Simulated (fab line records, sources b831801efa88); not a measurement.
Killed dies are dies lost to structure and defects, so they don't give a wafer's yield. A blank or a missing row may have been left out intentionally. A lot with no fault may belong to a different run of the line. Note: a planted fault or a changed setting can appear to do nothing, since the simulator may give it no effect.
Which tool did it? / flow gf180mcu / 39 wafers from 14 lots sampled at 5 of the route's 602 steps

== WHAT THE GAUGES SHOWED, per wafer ==
GF_V1_THK_MEAS_25: measures by xrf.
lot=L230; measured=day 18 10:02; on=film-metro-02; V1_W_THK (nm)=349 352 354
lot=L231; measured=day 18 22:49; on=film-metro-01; V1_W_THK (nm)=351 349 352
lot=L232; measured=day 19 01:48; on=film-metro-02; V1_W_THK (nm)=373 370 354
lot=L233; measured=day 19 15:50; on=film-metro-02; V1_W_THK (nm)=367 350 366
lot=L234; measured=day 20 03:32; on=film-metro-02; V1_W_THK (nm)=354 355 356
lot=L235; measured=day 20 12:29; on=film-metro-01; V1_W_THK (nm)=353 356 352
lot=L236; measured=day 20 19:35; on=film-metro-03; V1_W_THK (nm)=367 353 356
lot=L242; measured=day 23 08:16; on=film-metro-03; V1_W_THK (nm)=354 354
lot=L244; measured=day 23 22:10; on=film-metro-01; V1_W_THK (nm)=350 367
lot=L245; measured=day 24 01:15; on=film-metro-03; V1_W_THK (nm)=358 358
lot=L246; measured=day 24 13:08; on=film-metro-03; V1_W_THK (nm)=360 360 357
lot=L248; measured=day 25 11:11; on=film-metro-02; V1_W_THK (nm)=364 355 374
lot=L249; measured=day 25 14:18; on=film-metro-03; V1_W_THK (nm)=360 358 360
lot=L252; measured=day 26 08:27; on=film-metro-01; V1_W_THK (nm)=358 353 355

GF_M2_CD_MEAS_14: target cd 280 nm.
lot=L230; measured=day 19 10:37; on=cd-sem-01; cd-nm (nm)=281.5 282.4 282.3
lot=L231; measured=day 19 23:40; on=cd-sem-01; cd-nm (nm)=281.5 282.0 282.3
lot=L232; measured=day 20 03:31; on=cd-sem-01; cd-nm (nm)=281.1 281.1 279.9
lot=L233; measured=day 20 16:37; on=cd-sem-01; cd-nm (nm)=278.4 277.9 278.3
lot=L234; measured=day 21 04:07; on=cd-sem-02; cd-nm (nm)=279.1 280.5 278.8
lot=L235; measured=day 21 12:31; on=cd-sem-01; cd-nm (nm)=279.6 279.6 279.1
lot=L236; measured=day 21 19:33; on=cd-sem-01; cd-nm (nm)=280.0 280.1 280.9
lot=L242; measured=day 24 07:20; on=cd-sem-02; cd-nm (nm)=278.8 263.6
lot=L244; measured=day 24 20:25; on=cd-sem-02; cd-nm (nm)=264.2 264.5
lot=L245; measured=day 24 23:17; on=cd-sem-02; cd-nm (nm)=281.5 265.6
lot=L246; measured=day 25 11:02; on=cd-sem-01; cd-nm (nm)=280.2 279.4 280.0
lot=L248; measured=day 26 08:36; on=cd-sem-02; cd-nm (nm)=280.6 279.4 281.2
lot=L249; measured=day 26 11:54; on=cd-sem-02; cd-nm (nm)=278.6 277.3 277.7
lot=L252; measured=day 27 05:14; on=cd-sem-02; cd-nm (nm)=281.6 281.1 281.5

== WHICH TOOL RAN EACH LOT (tool, then ch and the chambers of the sampled wafers, then the start) ==
lot=L230; GF_V1_ETCH_17=rie-diel-04 ch 1,3, day 18 10:02 or earlier; GF_M2_SPUTTER_03=pvd-sputter-04, day 18 10:32; GF_M2_EXPOSE_11=krf-scanner-01 ch 0, day 18 22:19
lot=L231; GF_V1_ETCH_17=rie-diel-02 ch 0,3, day 18 22:49 or earlier; GF_M2_SPUTTER_03=pvd-sputter-01, day 18 23:20; GF_M2_EXPOSE_11=krf-scanner-01 ch 0, day 19 11:46
lot=L232; GF_V1_ETCH_17=rie-diel-04 ch 0,1,2, day 19 01:48 or earlier; GF_M2_SPUTTER_03=pvd-sputter-03, day 19 02:19; GF_M2_EXPOSE_11=krf-scanner-02 ch 0, day 19 14:54
lot=L233; GF_V1_ETCH_17=rie-diel-02 ch 0,2,3, day 19 15:50 or earlier; GF_M2_SPUTTER_03=pvd-sputter-01, day 19 16:22; GF_M2_EXPOSE_11=krf-scanner-02 ch 0, day 20 05:01
lot=L234; GF_V1_ETCH_17=rie-diel-04 ch 0,1, day 20 03:32 or earlier; GF_M2_SPUTTER_03=pvd-sputter-03, day 20 04:04; GF_M2_EXPOSE_11=krf-scanner-01 ch 0, day 20 16:00
lot=L235; GF_V1_ETCH_17=rie-diel-02 ch 1,2,3, day 20 12:29 or earlier; GF_M2_SPUTTER_03=pvd-sputter-01, day 20 13:01; GF_M2_EXPOSE_11=krf-scanner-02 ch 0, day 21 00:56
lot=L236; GF_V1_ETCH_17=rie-diel-03 ch 0,2, day 20 19:35 or earlier; GF_M2_SPUTTER_03=pvd-sputter-03, day 20 20:05; GF_M2_EXPOSE_11=krf-scanner-02 ch 0, day 21 07:58
lot=L242; GF_V1_ETCH_17=rie-diel-04 ch 0,1, day 23 08:16 or earlier; GF_M2_SPUTTER_03=pvd-sputter-04, day 23 09:05; GF_M2_EXPOSE_11=krf-scanner-02 ch 0, day 23 20:30
lot=L244; GF_V1_ETCH_17=rie-diel-04 ch 0,3, day 23 22:10 or earlier; GF_M2_SPUTTER_03=pvd-sputter-01, day 23 22:40; GF_M2_EXPOSE_11=krf-scanner-02 ch 0, day 24 10:34
lot=L245; GF_V1_ETCH_17=rie-diel-02 ch 1, day 24 01:15 or earlier; GF_M2_SPUTTER_03=pvd-sputter-03, day 24 01:44; GF_M2_EXPOSE_11=krf-scanner-02 ch 0, day 24 12:55
lot=L246; GF_V1_ETCH_17=rie-diel-02 ch 0,1, day 24 13:08 or earlier; GF_M2_SPUTTER_03=pvd-sputter-01, day 24 13:37; GF_M2_EXPOSE_11=krf-scanner-01 ch 0, day 25 00:36
lot=L248; GF_V1_ETCH_17=rie-diel-02 ch 1,2,3, day 25 11:11 or earlier; GF_M2_SPUTTER_03=pvd-sputter-04, day 25 11:42; GF_M2_EXPOSE_11=krf-scanner-01 ch 0, day 25 22:01
lot=L249; GF_V1_ETCH_17=rie-diel-03 ch 0,1,2, day 25 14:18 or earlier; GF_M2_SPUTTER_03=pvd-sputter-01, day 25 14:49; GF_M2_EXPOSE_11=krf-scanner-01 ch 0, day 26 01:56
lot=L252; GF_V1_ETCH_17=rie-diel-02 ch 1,3, day 26 08:27 or earlier; GF_M2_SPUTTER_03=pvd-sputter-01, day 26 08:58; GF_M2_EXPOSE_11=krf-scanner-02 ch 0, day 26 18:54
- GF_V1_ETCH_17: etches SiO2 in C4F8/O2/Ar, stops on TiN, target depth 630 nm.
- GF_M2_SPUTTER_03: material Ti, target thk 10 nm, time 6.7 s.
- GF_M2_EXPOSE_11: exposes mask Metal2, target cd 280 nm.

== AS READ BY THE TOOLS THEMSELVES (means over the sampled wafers that have a number; for cases with no such wafer, the mark the record gives instead) ==
GF_V1_ETCH_17.
lot=L230; tool=rie-diel-04; oes-product-au (a.u.)=0.855
lot=L231; tool=rie-diel-02; oes-product-au (a.u.)=0.856
lot=L232; tool=rie-diel-04; oes-product-au (a.u.)=0.855
lot=L233; tool=rie-diel-02; oes-product-au (a.u.)=0.856
lot=L234; tool=rie-diel-04; oes-product-au (a.u.)=0.858
lot=L235; tool=rie-diel-02; oes-product-au (a.u.)=0.854
lot=L236; tool=rie-diel-03; oes-product-au (a.u.)=0.857
lot=L242; tool=rie-diel-04; oes-product-au (a.u.)=0.853
lot=L244; tool=rie-diel-04; oes-product-au (a.u.)=0.857
lot=L245; tool=rie-diel-02; oes-product-au (a.u.)=0.862
lot=L246; tool=rie-diel-02; oes-product-au (a.u.)=0.855
lot=L248; tool=rie-diel-02; oes-product-au (a.u.)=0.857
lot=L249; tool=rie-diel-03; oes-product-au (a.u.)=0.850
lot=L252; tool=rie-diel-02; oes-product-au (a.u.)=0.852

GF_M2_SPUTTER_03.
lot=L230; tool=pvd-sputter-04; cathode-dc-power-W (W)=3000.2; throttle-valve-pct (%)=30.0
lot=L231; tool=pvd-sputter-01; cathode-dc-power-W (W)=2999.7; throttle-valve-pct (%)=30.5
lot=L232; tool=pvd-sputter-03; cathode-dc-power-W (W)=3000.2; throttle-valve-pct (%)=30.6
lot=L233; tool=pvd-sputter-01; cathode-dc-power-W (W)=2999.7; throttle-valve-pct (%)=29.6
lot=L234; tool=pvd-sputter-03; cathode-dc-power-W (W)=3000.2; throttle-valve-pct (%)=30.1
lot=L235; tool=pvd-sputter-01; cathode-dc-power-W (W)=3000.2; throttle-valve-pct (%)=29.1
lot=L236; tool=pvd-sputter-03; cathode-dc-power-W (W)=3000.3; throttle-valve-pct (%)=30.9
lot=L242; tool=pvd-sputter-04; cathode-dc-power-W (W)=2999.6; throttle-valve-pct (%)=31.3
lot=L244; tool=pvd-sputter-01; cathode-dc-power-W (W)=3000.3; throttle-valve-pct (%)=30.1
lot=L245; tool=pvd-sputter-03; cathode-dc-power-W (W)=2999.9; throttle-valve-pct (%)=30.2
lot=L246; tool=pvd-sputter-01; cathode-dc-power-W (W)=2999.5; throttle-valve-pct (%)=30.5
lot=L248; tool=pvd-sputter-04; cathode-dc-power-W (W)=2999.6; throttle-valve-pct (%)=30.5
lot=L249; tool=pvd-sputter-01; cathode-dc-power-W (W)=2999.4; throttle-valve-pct (%)=30.0
lot=L252; tool=pvd-sputter-01; cathode-dc-power-W (W)=2999.7; throttle-valve-pct (%)=29.9

== THE ANSWER, worked out from the rows above alone ==
Rule: usual is defined by the lots themselves. Put in order of their means at a reading, lots are off if they are a third of the lots or fewer, leave a main group of 4 or more, and stand apart from it by a gap of 3 or more times the standard deviation of the main group's means; of several such gaps the widest counts. A main group is skipped when, at the precision printed for the reading in the tables above, its means are all equal. A lot without any number at a reading at which 4 lots or more have one is off too. Where the step has rows for the other lots, those lots are counted as sound. Order of review: gauges by route order, followed by the tools' own readings, for which a lot's mean as printed above is used. At the first step where some lot is off, the reading lying furthest off is the one used; lots without a number count as furthest.
Off: L242, L244, L245, at GF_M2_CD_MEAS_14 (cd-nm). The main group: mean 280.2 nm, standard deviation 1.3.
A tool fits if, at a process step before that reading, it ran every lot that is off, and no sound lot after the first of them. Those tools and the gauges at GF_M2_CD_MEAS_14 are tried in the same way. With no start given for some of its lots, GF_V1_ETCH_17 uses the hours and lot order of GF_V1_THK_MEAS_25. None of those tried fits.

== WHAT WAS PUT IN BY THE SIMULATOR ==
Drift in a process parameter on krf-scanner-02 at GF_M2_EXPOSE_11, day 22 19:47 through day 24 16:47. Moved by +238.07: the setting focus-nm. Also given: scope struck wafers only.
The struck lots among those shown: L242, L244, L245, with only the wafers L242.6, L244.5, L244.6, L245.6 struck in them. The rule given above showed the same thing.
